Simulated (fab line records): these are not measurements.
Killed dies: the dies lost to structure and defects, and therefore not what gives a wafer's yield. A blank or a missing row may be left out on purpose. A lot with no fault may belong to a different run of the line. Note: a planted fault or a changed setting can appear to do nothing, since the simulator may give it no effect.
A single fault, viewed from 2 desks    flow sky130    each desk has only its own numbers; what lay behind them comes last

== METROLOGY DESK ==
Means of the sampled wafers that have a number, per lot and without regard to the tool the lot ran on: this is what the gauges read. Any lot whose mean is over 4 standard deviations away from the usual mean is out of limits and marked OUT; that distance is given in the brackets.
Columns: A = VIA4_W_RS at SKY_VIA4_RS_MEAS_19, usual 0.2247 ohm/sq; B = VIA4_W_THK at SKY_VIA4_THK_MEAS_20, usual 509 nm; C = METAL5_ALCU_RS at SKY_METAL5_RS_MEAS_05, usual 0.02708 ohm/sq; D = METAL5_ALCU_THK at SKY_METAL5_THK_MEAS_06, usual 1169 nm
lot   first seen here  A       B    C        D
L652  day 43 20:53     0.2234  512  0.02735  1159
L655  day 44 21:55     0.2240  505  0.02677  1176
L657  day 45 08:24     0.2267  499  0.02725  1158
L660  day 46 03:27     0.2214  513  0.02697  1181
L667  day 47 16:22     0.2266  515  0.02716  1132
L670  day 48 19:13     0.2229  516  0.02723  1144
This desk's verdict: no lot among the 6 shows anything out of limits.

== DESK OF THE TOOL OWNER: pvdSputter-01 ==
The tool's own readings at SKY_METAL5_SPUTTER_04 (material TiN, target thk 70 nm, time 58.3 s): means of the sampled wafers that have a number, for each lot that ran on this tool. Any lot whose mean is over 4 standard deviations away from the usual mean is out of limits and marked OUT; that distance is given in the brackets.
Columns: A = cathodeDcPowerW at SKY_METAL5_SPUTTER_04, usual 6500.0 W; B = throttleValvePct at SKY_METAL5_SPUTTER_04, usual 30.3 %
lot   first seen here  A                         B
L660  day 46 04:02     6499.4                    31.6
L667  day 47 16:56     7342.9 (+99 or more) OUT  32.5
L670  day 48 19:49     7345.1 (+99 or more) OUT  31.6
Finding of this desk: L667, L670 out of limits; the first was L667 at day 47 16:56, on cathodeDcPowerW at SKY_METAL5_SPUTTER_04. In limits: L660.

== PUT TOGETHER ==
The tool owner's desk had the chance to raise an alarm at day 47 16:56 on L667, L670.
Nothing out of limits was seen by the metrology desk.
The metrology desk has L667, L670 on record, within its limits.
SKY_METAL5_SPUTTER_04 was run on pvdSputter-01 by each of the lots named.

== WHAT THE SIMULATOR HAD INSERTED ==
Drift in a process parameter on pvdSputter-01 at SKY_METAL5_SPUTTER_04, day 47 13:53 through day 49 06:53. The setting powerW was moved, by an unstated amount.
Lots struck among those shown: L667, L670.
Each desk's first reading out of limits, in hours after the fault started: the tool owner's desk, 3.
